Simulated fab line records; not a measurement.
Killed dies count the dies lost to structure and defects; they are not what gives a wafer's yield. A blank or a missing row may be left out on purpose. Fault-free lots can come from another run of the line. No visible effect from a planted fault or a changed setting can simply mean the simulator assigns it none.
Comparing a struck lot with a sound one | flow sky130 | 17 out of 708 route steps
Sound: the wafers L299.1, L299.3, L299.4. Struck: wafers L304.2, L304.4, L304.5. The cause comes at the end.
Each step with rows lists, per side, the tool, then ch with its chambers, then its first start. Under that, the readings that differ: sound wafers | struck wafers | difference of the means | sigmas: that difference in standard deviations of wafers without a fault.
alike: readings whose means differ by less than 2 such deviations, and words and numbers that are the same on both sides. not compared: withheld readings, readings that some wafer has no value for, bounds like >300 that may hide the same value, and numbers for which the record gives no deviation and whose values overlap.
A row with sigmas, a row that says differs or no value, or rows on one side alone: a step with any of these is where the two part. Non-overlapping numbers with no deviation appear without sigmas and do not part them. A reading missing from all wafers of one side parts the sides only when that side holds two or more wafers.

first, 1 step without rows for these wafers: SKY_VT_ADJUST_LVTN_IMPLANT_19.
SKY_VT_ADJUST_LVTN_STRIP_20: strips in O2/N2.
  sound on plasma_asher-03 ch 0,1, day 9 09:32; struck on plasma_asher-03 ch 1, day 10 11:04
  alike: drypump_motor_current_A, oes_product_au, strip_time_to_endpoint_s
  not compared: rf_hours_counter_h
SKY_VT_ADJUST_LVTN_TW_MEAS_21:
  sound on film_metro-02, day 9 09:38; struck on film_metro-03, day 10 11:10
  alike: VT_ADJUST_LVTN_2_TW
then, 7 steps without rows for these wafers: SKY_VT_ADJUST_NCORE_DEHYDRATE_00 (time 60 s); SKY_VT_ADJUST_NCORE_HMDS_01 (prime time 60 s); SKY_VT_ADJUST_NCORE_COAT_02 (resist thk 1140 nm); SKY_VT_ADJUST_NCORE_SOFTBAKE_03 (time 60 s); SKY_VT_ADJUST_NCORE_EXPOSE_04 (exposes mask LVTN COMPLEMENT THIN, target cd 380 nm); SKY_VT_ADJUST_NCORE_PEB_05; SKY_VT_ADJUST_NCORE_DEVELOP_06 (develop time 60 s).
SKY_VT_ADJUST_NCORE_CD_MEAS_07 targets a cd of 380 nm.
  sound on cd_sem-02, day 10 07:09; struck on cd_sem-01, day 11 09:07
  alike: cd_nm
SKY_VT_ADJUST_NCORE_OVL_MEAS_08:
  sound on overlay-02, day 10 07:16; struck on overlay-01, day 11 09:13
  alike: VT_ADJUST_NCORE_OVL
SKY_VT_ADJUST_NCORE_IMPLANT_09:
  sound on implanter-04 ch 0, day 10 07:18; struck on implanter-02 ch 0, day 11 09:16
  reading            | sound                            | struck                       | difference | sigmas
  dose_ions_cm2      | 2.3976e+12 2.4002e+12 2.4065e+12 | 7.21e+11 7.197e+11 7.237e+11 | -1.68e+12  | -99 or more
  faraday_current_uA | 13.57 13.31 13.18                | 3.96 4.06 4.15               | -9.30      | -34
SKY_VT_ADJUST_NCORE_STRIP_10: strips in O2/N2.
  sound on plasma_asher-02 ch 0,1, day 10 07:27; struck on plasma_asher-03 ch 0,1, day 11 09:24
  alike: drypump_motor_current_A, oes_product_au, strip_time_to_endpoint_s
  not compared: rf_hours_counter_h
SKY_VT_ADJUST_NCORE_TW_MEAS_11:
  sound on film_metro-02, day 10 07:33; struck on film_metro-01, day 11 09:31
  reading            | sound             | struck            | difference | sigmas
  VT_ADJUST_NCORE_TW | 217.0 217.6 216.6 | 155.2 155.1 156.0 | -61.6      | -56
then, 1 step without rows for these wafers: SKY_VT_ADJUST_HVTR_DEHYDRATE_00 (time 60 s).
-- a jump in the record: the struck wafers' starts before and after are 37 days apart (it breaks off in module VT_ADJUST_HVTR and resumes in module PAD_OPEN, where the first step shown is number 708 of the route) --
SKY_PAD_OPEN_PROBE_99:
  sound on prober-02, day 47 08:52; struck on prober-01, day 48 13:49
  reading                                    | sound                         | struck                        | difference | sigmas
  model.etest.nfet_16v.r_on_ohm_um           | 1.405e+04 1.417e+04 1.415e+04 | 1.18e+04 1.16e+04 1.177e+04   | -2.40e+03  |
  model.etest.pfet_16v.r_on_ohm_um           | 1.534e+04 1.54e+04 1.525e+04  | 1.744e+04 1.681e+04 1.692e+04 | +1.727e+03 |
  model.etest.pfet_g5v0d10v5.r_on_ohm_um     | 4704 4678 4811                | 5696 5534 5659                | +899       |
  model.etest.tip_p.rs_ohm_sq                | 6988 6988 6947                | 7565 7504 7497                | +548       |
  model.etest.pfet_01v8.r_on_ohm_um          | 2902 2881 2891                | 3291 3275 3308                | +400       |
  model.etest.res_pwell_under_gate.rs_ohm_sq | 2278 2275 2286                | 2517 2507 2541                | +242       |
  model.etest.nfet_g5v0d10v5.r_on_ohm_um     | 1890 1882 1882                | 1697 1663 1700                | -198       |
  model.etest.tip_p_5v.rs_ohm_sq             | 2908 2850 2892                | 2989 2997 3002                | +113       |
  alike: killed_at_M0_to_M3, killed_at_M4_up, killed_at_contacts, killed_at_front_end, killed_at_other, killed_dies, killed_open, killed_short

== WHERE THEY PART ==
At SKY_VT_ADJUST_NCORE_IMPLANT_09 first; at SKY_VT_ADJUST_NCORE_TW_MEAS_11 last (within this record only). Later steps at which nothing parts them and some readings are alike: SKY_PAD_OPEN_PROBE_99.

WHY: whatever the simulator had introduced
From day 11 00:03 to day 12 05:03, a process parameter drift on implanter-02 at SKY_VT_ADJUST_NCORE_IMPLANT_09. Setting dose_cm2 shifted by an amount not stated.
